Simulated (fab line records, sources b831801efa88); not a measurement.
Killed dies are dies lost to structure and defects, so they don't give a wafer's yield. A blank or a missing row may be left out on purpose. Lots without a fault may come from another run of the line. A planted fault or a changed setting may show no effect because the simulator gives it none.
Which tool did it? | flow sky130 | 9 lots, 27 wafers sampled, at 5 steps of a route of 708

WHAT THE GAUGES READ, wafer by wafer
SKY_VT_ADJUST_HVTR_CD_MEAS_07: target cd 380 nm. Usual: cd_nm 380.3 nm, standard deviation 2.6.
lot  | measured     | on        | cd_nm (nm)        | flag
L132 | day 9 14:51  | cd_sem-01 | 377.5 380.9 380.4 |
L133 | day 9 18:19  | cd_sem-01 | 376.2 377.0 375.4 |
L134 | day 10 02:41 | cd_sem-01 | 378.1 381.2 379.5 |
L136 | day 10 15:51 | cd_sem-01 | 378.6 377.6 379.7 |
L137 | day 11 01:07 | cd_sem-01 | 385.0 385.4 383.8 |
L143 | day 12 22:28 | cd_sem-01 | 382.8 382.1 381.0 |
L144 | day 13 12:00 | cd_sem-02 | 381.6 381.9 380.5 |
L154 | day 16 04:59 | cd_sem-02 | 380.6 379.2 380.1 |
L155 | day 16 14:22 | cd_sem-02 | 378.9 378.9 378.2 |

SKY_SONOS_TUNNEL_OVL_MEAS_08. Usual: SONOS_TUNNEL_OVL -0.6 nm, standard deviation 1.5.
lot  | measured     | on         | SONOS_TUNNEL_OVL (nm) | flag
L132 | day 11 11:15 | overlay-01 | -1.1 -3.0 -3.4        |
L133 | day 11 16:39 | overlay-02 | -1.4 0.4 1.0          |
L134 | day 12 00:34 | overlay-01 | -2.0 -0.6 -3.5        |
L136 | day 12 15:13 | overlay-01 | -0.7 -0.4 -1.9        |
L137 | day 13 01:57 | overlay-02 | -0.9 1.9 0.6          |
L143 | day 15 02:42 | overlay-01 | 0.2 0.2 -0.9          |
L144 | day 15 15:56 | overlay-01 | 2.1 0.5 -0.9          |
L154 | day 18 16:41 | overlay-01 | -1.3 -1.3 -2.0        |
L155 | day 19 01:07 | overlay-01 | 0.0 -1.3 1.1          |

SKY_SONOS_ONO_THK_MEAS_05. Usual: SONOS_ONO_CVD_04_THK 5.70 nm, standard deviation 0.12.
lot  | measured     | on            | SONOS_ONO_CVD_04_THK (nm)     | flag
L132 | day 11 17:20 | film_metro-02 | 5.68 5.79 5.63                |
L133 | day 11 23:49 | film_metro-03 | 5.51 5.54 5.57                |
L134 | day 12 06:53 | film_metro-01 | 5.77 5.80 5.71                |
L136 | day 12 19:33 | film_metro-01 | 5.79 5.84 5.86                |
L137 | day 13 08:53 | film_metro-03 | 5.78 5.90 5.71                |
L143 | day 15 13:34 | film_metro-01 | 6.16 6.23 6.23 6.17 6.19 6.25 | OFF
L144 | day 15 21:52 | film_metro-02 | 6.26 6.18 6.26 6.19 6.19 6.20 | OFF
L154 | day 18 23:40 | film_metro-03 | 5.83 5.75 5.69                |
L155 | day 19 07:35 | film_metro-03 | 5.74 5.54 5.73                |

WHICH TOOL RAN EACH LOT (tool, then ch and the chambers of the sampled wafers, then the start)
lot  | SKY_VT_ADJUST_PCH_STRIP_09           | SKY_SONOS_ONO_CVD_04
L132 | plasma_asher-04 ch 0,1, day 10 12:41 | lpcvd-03 ch 1, day 11 16:05
L133 | plasma_asher-04 ch 0,1, day 10 16:59 | lpcvd-03 ch 0, day 11 21:57
L134 | plasma_asher-03 ch 0,1, day 11 00:59 | lpcvd-03 ch 0, day 12 05:38
L136 | plasma_asher-03 ch 0,1, day 11 14:59 | lpcvd-03 ch 1, day 12 18:17
L137 | plasma_asher-02 ch 0,1, day 12 00:51 | lpcvd-03 ch 0, day 13 07:01
L143 | plasma_asher-02 ch 0,1, day 14 00:29 | lpcvd-03 ch 0, day 15 12:19
L144 | plasma_asher-03 ch 0,1, day 14 13:53 | lpcvd-03 ch 0, day 15 20:36
L154 | plasma_asher-02 ch 0,1, day 17 10:40 | lpcvd-03 ch 1, day 18 22:24
L155 | plasma_asher-03 ch 0, day 17 19:20   | lpcvd-03 ch 0, day 19 06:20
- SKY_VT_ADJUST_PCH_STRIP_09: strips in O2/N2.
- SKY_SONOS_ONO_CVD_04: deposits SiO2 from SiH4/N2O, target thk 5.7199 nm.

WHAT THE TOOLS THEMSELVES READ (means of the sampled wafers that have a number; where no wafer has one, the mark that the record gives instead)
SKY_VT_ADJUST_PCH_STRIP_09. Usual: drypump_motor_current_A 5.7 A, standard deviation 0.53; oes_product_au 0.722 a.u., standard deviation 0.005; strip_time_to_endpoint_s 36.94 s, standard deviation 0.11.
lot  | tool            | drypump_motor_current_A (A) | oes_product_au (a.u.) | strip_time_to_endpoint_s (s) | flag
L132 | plasma_asher-04 | 6.3                         | 0.719                 | 36.76                        |
L133 | plasma_asher-04 | 6.3                         | 0.730                 | 36.97                        |
L134 | plasma_asher-03 | 5.8                         | 0.724                 | 36.86                        |
L136 | plasma_asher-03 | 5.7                         | 0.723                 | 36.85                        |
L137 | plasma_asher-02 | 5.2                         | 0.721                 | 37.09                        |
L143 | plasma_asher-02 | 5.7                         | 0.724                 | 36.90                        |
L144 | plasma_asher-03 | 5.6                         | 0.722                 | 36.79                        |
L154 | plasma_asher-02 | 5.7                         | 0.718                 | 36.92                        |
L155 | plasma_asher-03 | 5.5                         | 0.725                 | 36.99                        |

SKY_SONOS_ONO_CVD_04. Usual: pressure_mtorr 400.2 mTorr, standard deviation 0.77; spike_tc_centre_C 898.9 C, standard deviation 1.
lot  | tool     | pressure_mtorr (mTorr) | spike_tc_centre_C (C) | flag
L132 | lpcvd-03 | 400.0                  | 898.5                 |
L133 | lpcvd-03 | 399.3                  | 898.7                 |
L134 | lpcvd-03 | 400.1                  | 899.2                 |
L136 | lpcvd-03 | 399.9                  | 897.5                 |
L137 | lpcvd-03 | 399.3                  | 899.2                 |
L143 | lpcvd-03 | 480.9                  | 898.9                 | OFF
L144 | lpcvd-03 | 481.3                  | 899.8                 | OFF
L154 | lpcvd-03 | 401.4                  | 898.5                 |
L155 | lpcvd-03 | 400.5                  | 899.9                 |

THE ANSWER, worked out from the rows above alone
Rule: a lot is off if the mean of its wafers that have a number lies more than 3 standard deviations from the usual mean. A lot without any number at a reading at which 4 lots or more have one is off too. The other lots that the step has rows for count as sound. The gauges are gone through in route order, then the tools' own readings, and for those a lot's mean is taken as printed above. The first step at which some lot is off is used, and at that step the reading that is off furthest; a lot without a number counts as furthest.
Off: L143, L144, at SKY_SONOS_ONO_THK_MEAS_05 (SONOS_ONO_CVD_04_THK).
A tool fits if, at a process step before that reading, it ran every lot that is off, and no sound lot after the first of them. The gauges at SKY_SONOS_ONO_THK_MEAS_05 aren't tried: what is off there is off at SKY_SONOS_ONO_CVD_04 too, on other tools, and a gauge's error can't cause that. None of those tried fits.

WHAT THE SIMULATOR HAD PUT IN
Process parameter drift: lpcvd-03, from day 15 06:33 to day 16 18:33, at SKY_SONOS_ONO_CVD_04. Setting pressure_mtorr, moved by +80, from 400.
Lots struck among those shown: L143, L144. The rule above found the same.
